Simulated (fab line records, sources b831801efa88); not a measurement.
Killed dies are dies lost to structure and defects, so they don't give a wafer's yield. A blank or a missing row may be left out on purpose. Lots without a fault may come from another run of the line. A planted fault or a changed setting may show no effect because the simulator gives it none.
Chamber matching | flow gf180mcu | GF_V2_CMP_26 on cmp-01: 4 sister chambers
The step polishes, stops on SiO2, t overpolish 15 s, target thk 0 nm. 4 wafers are shown with their chamber, then 7 later ones without.

WAFERS WITH THEIR CHAMBER
wafer  | chamber | motor_current_A (A)
L961.5 | 1       | 10.7
L962.6 | 0       | 10.0
L973.1 | 2       | 11.4
L973.3 | 3       | 10.3

WAFERS WITHOUT THEIR CHAMBER
wafer  | motor_current_A (A)
L973.6 | 11.0
L979.1 | 10.2
L979.3 | 10.9
L979.6 | 9.7
L980.1 | 10.4
L980.2 | 9.9
L980.6 | 10.5

WHICH CHAMBER EACH WENT THROUGH
wafer  | from the rows above          | in truth
L973.6 | can't be placed: 1 or 2 or 3 | 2
L979.1 | can't be placed: 3 or 0 or 1 | 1
L979.3 | can't be placed: 1 or 2 or 3 | 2
L979.6 | can't be placed: 0 or 3      | 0
L980.1 | can't be placed: 3 or 1 or 0 | 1
L980.2 | can't be placed: 0 or 3      | 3
L980.6 | can't be placed: 1 or 3 or 0 | 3
Placed correctly: 0 of 7. Can't be placed from these rows: 7 (the true chamber is among the candidates in 7). Placed wrongly: 0.
How it was worked out, from the rows above alone: a wafer's distance from a chamber is the root of the sum, over the readings, of the square of ((its reading less the chamber's mean) divided by the reading's scatter). The wafer belongs to the nearest chamber; if the next one is less than 2 further off, it can't be placed. A chamber's mean is the mean of its shown wafers. The scatter: with one shown wafer a chamber, the root of the mean of the squares of how far each hidden wafer lies from its nearest shown one.
